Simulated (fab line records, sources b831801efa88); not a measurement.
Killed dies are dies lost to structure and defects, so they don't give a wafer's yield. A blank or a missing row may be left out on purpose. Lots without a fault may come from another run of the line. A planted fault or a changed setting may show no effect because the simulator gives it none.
Which tool did it? | flow sky130 | 24 lots, 72 wafers sampled, at 6 steps of a route of 708

WHAT THE GAUGES READ, wafer by wafer
SKY_VIA1_RS_MEAS_22: measures by four-point-probe. Usual: VIA1_W_RS 0.423 ohm/sq, standard deviation 0.0053.
lot  | measured     | on            | VIA1_W_RS (ohm/sq) | flag
L074 | day 33 14:19 | film_metro-02 | 0.423 0.421 0.419  |
L075 | day 34 19:37 | film_metro-02 | 0.427 0.427 0.425  |
L076 | day 35 10:29 | film_metro-02 | 0.424 0.427 0.423  |
L077 | day 35 19:47 | film_metro-01 | 0.422 0.423 0.427  |
L078 | day 36 11:25 | film_metro-01 | 0.424 0.426 0.427  |
L079 | day 36 13:31 | film_metro-01 | 0.415 0.419 0.416  |
L081 | day 36 14:56 | film_metro-02 | 0.425 0.430 0.424  |
L080 | day 36 16:31 | film_metro-02 | 0.422 0.430 0.428  |
L083 | day 36 17:07 | film_metro-03 | 0.427 0.428 0.427  |
L082 | day 36 20:55 | film_metro-03 | 0.420 0.415 0.413  |
L084 | day 37 10:53 | film_metro-01 | 0.421 0.419 0.422  |
L085 | day 37 13:01 | film_metro-01 | 0.422 0.412 0.421  |
L086 | day 37 19:34 | film_metro-01 | 0.425 0.423 0.430  |
L087 | day 38 07:38 | film_metro-03 | 0.421 0.423 0.418  |
L088 | day 38 15:17 | film_metro-01 | 0.420 0.425 0.429  |
L089 | day 38 16:47 | film_metro-03 | 0.421 0.424 0.425  |
L090 | day 38 21:16 | film_metro-01 | 0.431 0.427 0.427  |
L091 | day 39 07:53 | film_metro-01 | 0.439 0.432 0.432  |
L092 | day 40 03:25 | film_metro-01 | 0.416 0.425 0.420  |
L093 | day 40 10:00 | film_metro-01 | 0.419 0.419 0.419  |
L095 | day 40 14:26 | film_metro-02 | 0.422 0.419 0.422  |
L094 | day 40 18:52 | film_metro-02 | 0.421 0.429 0.420  |
L096 | day 40 19:53 | film_metro-03 | 0.423 0.421 0.423  |
L097 | day 41 06:37 | film_metro-02 | 0.421 0.420 0.418  |

SKY_VIA3_THK_MEAS_01. Usual: VIA3_HDPCVD_THK 1636 nm, standard deviation 17.
lot  | measured     | on            | VIA3_HDPCVD_THK (nm) | flag
L074 | day 38 03:56 | film_metro-03 | 1635 1648 1622       |
L075 | day 39 07:46 | film_metro-03 | 1666 1656 1624       |
L076 | day 39 22:01 | film_metro-02 | 1623 1633 1612       |
L077 | day 40 04:21 | film_metro-03 | 1661 1650 1646       |
L078 | day 40 21:22 | film_metro-01 | 1659 1647 1657       |
L079 | day 40 22:25 | film_metro-01 | 1657 1647 1634       |
L081 | day 41 00:04 | film_metro-03 | 1634 1643 1625       |
L080 | day 41 01:08 | film_metro-03 | 1663 1678 1659       |
L083 | day 41 03:29 | film_metro-03 | 1658 1631 1630       |
L082 | day 41 06:08 | film_metro-03 | 1627 1606 1614       |
L084 | day 41 19:44 | film_metro-02 | 1623 1602 1614       |
L085 | day 41 22:01 | film_metro-01 | 1653 1669 1666       |
L086 | day 42 03:11 | film_metro-03 | 1656 1651 1651       |
L087 | day 42 15:01 | film_metro-02 | 1629 1635 1629       |
L088 | day 42 21:45 | film_metro-03 | 1631 1608 1606       |
L089 | day 42 22:55 | film_metro-03 | 1622 1626 1622       |
L090 | day 43 02:25 | film_metro-01 | 1637 1622 1637       |
L091 | day 43 12:32 | film_metro-01 | 1638 1640 1647       |
L092 | day 44 06:48 | film_metro-01 | 1623 1630 1639       |
L093 | day 44 11:23 | film_metro-02 | 1637 1603 1623       |
L095 | day 44 16:02 | film_metro-03 | 1606 1627 1616       |
L094 | day 44 18:29 | film_metro-03 | 1617 1613 1637       |
L096 | day 44 21:26 | film_metro-03 | 1624 1626 1638       |
L097 | day 45 06:05 | film_metro-03 | 1621 1632 1622       |

SKY_VIA3_THK_MEAS_23: measures by xrf. Usual: VIA3_W_THK 387 nm, standard deviation 5.8.
lot  | measured     | on            | VIA3_W_THK (nm) | flag
L074 | day 39 06:56 | film_metro-02 | 387 396 392     |
L075 | day 40 09:36 | film_metro-01 | 387 386 382     |
L076 | day 40 23:18 | film_metro-01 | 391 386 392     |
L077 | day 41 06:43 | film_metro-01 | 388 392 388     |
L078 | day 41 22:58 | film_metro-03 | 390 385 389     |
L079 | day 42 00:02 | film_metro-03 | 381 372 376     |
L081 | day 42 01:37 | film_metro-02 | 386 388 387     |
L080 | day 42 02:33 | film_metro-01 | 385 386 386     |
L083 | day 42 05:08 | film_metro-01 | 390 393 390     |
L082 | day 42 07:24 | film_metro-02 | 390 393 385     |
L084 | day 42 20:33 | film_metro-02 | 387 381 383     |
L085 | day 43 00:16 | film_metro-01 | 386 384 384     |
L086 | day 43 04:07 | film_metro-03 | 378 382 377     |
L087 | day 43 15:26 | film_metro-01 | 383 395 388     |
L088 | day 43 22:08 | film_metro-03 | 376 377 380     |
L089 | day 43 23:10 | film_metro-01 | 383 383 388     |
L090 | day 44 02:17 | film_metro-03 | 382 382 379     |
L091 | day 44 12:10 | film_metro-01 | 395 391 399     |
L092 | day 45 05:38 | film_metro-01 | 389 385 391     |
L093 | day 45 10:06 | film_metro-02 | 385 382 385     |
L095 | day 45 15:23 | film_metro-01 | 396 397 402     |
L094 | day 45 17:15 | film_metro-01 | 389 384 387     |
L096 | day 45 20:19 | film_metro-02 | 389 379 383     |
L097 | day 46 04:44 | film_metro-03 | 381 384 394     |

SKY_PAD_OPEN_BOW_MEAS_13. Usual: PAD_OPEN_BOW 46 um, standard deviation 8.1.
lot  | measured     | on            | PAD_OPEN_BOW (um) | flag
L074 | day 45 07:41 | film_metro-04 | 40 47 40          |
L075 | day 46 06:56 | film_metro-02 | 45 60 50          |
L076 | day 46 19:57 | film_metro-02 | 55 46 54          |
L077 | day 47 00:42 | film_metro-02 | 33 36 53          |
L078 | day 47 16:59 | film_metro-04 | 45 53 39          |
L079 | day 47 17:44 | film_metro-01 | 57 46 49          |
L081 | day 47 18:26 | film_metro-04 | 44 37 46          |
L080 | day 47 19:22 | film_metro-01 | 30 37 32          |
L083 | day 47 21:27 | film_metro-01 | 49 38 49          |
L082 | day 48 00:49 | film_metro-02 | 38 32 31          |
L084 | day 48 11:02 | film_metro-04 | 50 60 55          |
L085 | day 48 13:21 | film_metro-02 | 54 55 53          |
L086 | day 48 16:51 | film_metro-02 | 36 48 47          |
L087 | day 49 00:57 | film_metro-04 | 51 47 60          |
L088 | day 49 06:54 | film_metro-02 | 46 45 36          |
L089 | day 49 08:51 | film_metro-01 | 44 55 51          |
L090 | day 49 10:49 | film_metro-01 | 58 58 57          |
L091 | day 49 17:04 | film_metro-01 | 50 46 58          |
L092 | day 50 08:01 | film_metro-01 | 31 36 37          |
L093 | day 50 12:17 | film_metro-01 | 54 50 56          |
L095 | day 50 13:19 | film_metro-01 | 45 49 49          |
L094 | day 50 16:34 | film_metro-04 | 37 42 39          |
L096 | day 50 18:35 | film_metro-02 | 44 42 42          |
L097 | day 51 01:30 | film_metro-02 | 43 49 58          |

WHICH TOOL RAN EACH LOT (tool, then ch and the chambers of the sampled wafers, then the start)
lot  | SKY_METAL2_SPUTTER_03        | SKY_METAL3_METAL_ETCH_18
L074 | pvd_sputter-03, day 33 14:52 | rie_metal-04 ch 0,1, day 38 02:59
L075 | pvd_sputter-02, day 34 20:07 | rie_metal-02 ch 0, day 39 06:39
L076 | pvd_sputter-02, day 35 11:01 | rie_metal-01 ch 0,1, day 39 21:00
L077 | pvd_sputter-02, day 35 20:22 | rie_metal-04 ch 0,1, day 40 03:20
L078 | pvd_sputter-03, day 36 11:57 | rie_metal-01 ch 0,1, day 40 20:28
L079 | pvd_sputter-03, day 36 14:04 | rie_metal-04 ch 0, day 40 21:28
L081 | pvd_sputter-02, day 36 15:29 | rie_metal-01 ch 0,1, day 40 23:08
L080 | pvd_sputter-03, day 36 17:04 | rie_metal-02 ch 0,1, day 41 00:12
L083 | pvd_sputter-01, day 36 17:40 | rie_metal-02 ch 0,1, day 41 02:33
L082 | pvd_sputter-03, day 36 21:26 | rie_metal-01 ch 1, day 41 05:11
L084 | pvd_sputter-03, day 37 11:26 | rie_metal-04 ch 0,1, day 41 18:48
L085 | pvd_sputter-01, day 37 13:40 | rie_metal-02 ch 0,1, day 41 21:02
L086 | pvd_sputter-03, day 37 20:05 | rie_metal-02 ch 1, day 42 02:12
L087 | pvd_sputter-03, day 38 08:11 | rie_metal-01 ch 0,1, day 42 14:02
L088 | pvd_sputter-03, day 38 15:50 | rie_metal-02 ch 0,1, day 42 20:48
L089 | pvd_sputter-02, day 38 17:20 | rie_metal-02 ch 0, day 42 21:59
L090 | pvd_sputter-03, day 38 21:46 | rie_metal-02 ch 0,1, day 43 01:27
L091 | pvd_sputter-03, day 39 08:25 | rie_metal-04 ch 1, day 43 11:28
L092 | pvd_sputter-01, day 40 03:55 | rie_metal-02 ch 0,1, day 44 05:54
L093 | pvd_sputter-01, day 40 10:32 | rie_metal-02 ch 0,1, day 44 10:26
L095 | pvd_sputter-02, day 40 14:59 | rie_metal-04 ch 0,1, day 44 15:05
L094 | pvd_sputter-01, day 40 19:26 | rie_metal-04 ch 1, day 44 17:32
L096 | pvd_sputter-02, day 40 20:23 | rie_metal-01 ch 0,1, day 44 20:32
L097 | pvd_sputter-01, day 41 07:09 | rie_metal-04 ch 0,1, day 45 05:05
- SKY_METAL2_SPUTTER_03: material Ti, target thk 5 nm, time 3.3 s.
- SKY_METAL3_METAL_ETCH_18: etches the open film in Cl2/BCl3, stops on SiO2, target depth 845 nm, time 183.1 s.

WHAT THE TOOLS THEMSELVES READ (means of the sampled wafers that have a number; where no wafer has one, the mark that the record gives instead)
SKY_METAL2_SPUTTER_03. Usual: throttle_valve_pct 29.7 %, standard deviation 0.93.
lot  | tool           | throttle_valve_pct (%) | flag
L074 | pvd_sputter-03 | 29.2                   |
L075 | pvd_sputter-02 | 31.0                   |
L076 | pvd_sputter-02 | 30.9                   |
L077 | pvd_sputter-02 | 30.2                   |
L078 | pvd_sputter-03 | 29.1                   |
L079 | pvd_sputter-03 | 29.0                   |
L081 | pvd_sputter-02 | 30.6                   |
L080 | pvd_sputter-03 | 29.4                   |
L083 | pvd_sputter-01 | 29.5                   |
L082 | pvd_sputter-03 | 29.4                   |
L084 | pvd_sputter-03 | 28.9                   |
L085 | pvd_sputter-01 | 29.9                   |
L086 | pvd_sputter-03 | 29.9                   |
L087 | pvd_sputter-03 | 29.7                   |
L088 | pvd_sputter-03 | 28.9                   |
L089 | pvd_sputter-02 | 30.8                   |
L090 | pvd_sputter-03 | 29.4                   |
L091 | pvd_sputter-03 | 29.3                   |
L092 | pvd_sputter-01 | 29.7                   |
L093 | pvd_sputter-01 | 29.4                   |
L095 | pvd_sputter-02 | 31.1                   |
L094 | pvd_sputter-01 | 29.3                   |
L096 | pvd_sputter-02 | 31.2                   |
L097 | pvd_sputter-01 | 29.7                   |

SKY_METAL3_METAL_ETCH_18. Usual: drypump_motor_current_A 5.8 A, standard deviation 0.38; oes_product_au 0.863 a.u., standard deviation 0.0055; throttle_valve_pct 22.263 %, standard deviation 0.0082.
lot  | tool         | drypump_motor_current_A (A) | oes_product_au (a.u.) | throttle_valve_pct (%) | flag
L074 | rie_metal-04 | 5.6                         | 0.862                 | 22.257                 |
L075 | rie_metal-02 | 5.4                         | 0.862                 | 22.266                 |
L076 | rie_metal-01 | 6.4                         | 0.866                 | 22.258                 |
L077 | rie_metal-04 | 5.6                         | 0.857                 | 22.263                 |
L078 | rie_metal-01 | 6.4                         | 0.862                 | 22.270                 |
L079 | rie_metal-04 | 5.6                         | 0.856                 | 22.261                 |
L081 | rie_metal-01 | 6.4                         | 0.860                 | 22.264                 |
L080 | rie_metal-02 | 5.5                         | 0.868                 | 22.264                 |
L083 | rie_metal-02 | 5.6                         | 0.862                 | 22.257                 |
L082 | rie_metal-01 | 6.5                         | 0.863                 | 22.259                 |
L084 | rie_metal-04 | 5.6                         | 0.860                 | 22.267                 |
L085 | rie_metal-02 | 5.6                         | 0.862                 | 22.264                 |
L086 | rie_metal-02 | 5.7                         | 0.860                 | 22.264                 |
L087 | rie_metal-01 | 6.4                         | 0.866                 | 22.265                 |
L088 | rie_metal-02 | 5.6                         | 0.870                 | 22.261                 |
L089 | rie_metal-02 | 5.4                         | 0.872                 | 22.269                 |
L090 | rie_metal-02 | 5.6                         | 0.860                 | 22.256                 |
L091 | rie_metal-04 | 5.5                         | 0.860                 | 22.264                 |
L092 | rie_metal-02 | 5.6                         | 0.865                 | 22.259                 |
L093 | rie_metal-02 | 5.5                         | 0.873                 | 22.258                 |
L095 | rie_metal-04 | 5.6                         | 0.868                 | 22.275                 |
L094 | rie_metal-04 | 5.5                         | 0.865                 | 22.260                 |
L096 | rie_metal-01 | 6.4                         | 0.868                 | 22.268                 |
L097 | rie_metal-04 | 5.6                         | 0.856                 | 22.258                 |

THE ANSWER, worked out from the rows above alone
Rule: a lot is off if the mean of its wafers that have a number lies more than 3 standard deviations from the usual mean. A lot without any number at a reading at which 4 lots or more have one is off too. The other lots that the step has rows for count as sound. The gauges are gone through in route order, then the tools' own readings, and for those a lot's mean is taken as printed above. The first step at which some lot is off is used, and at that step the reading that is off furthest; a lot without a number counts as furthest.
No lot is off at any reading shown: from this, nothing can be told.

WHAT THE SIMULATOR HAD PUT IN
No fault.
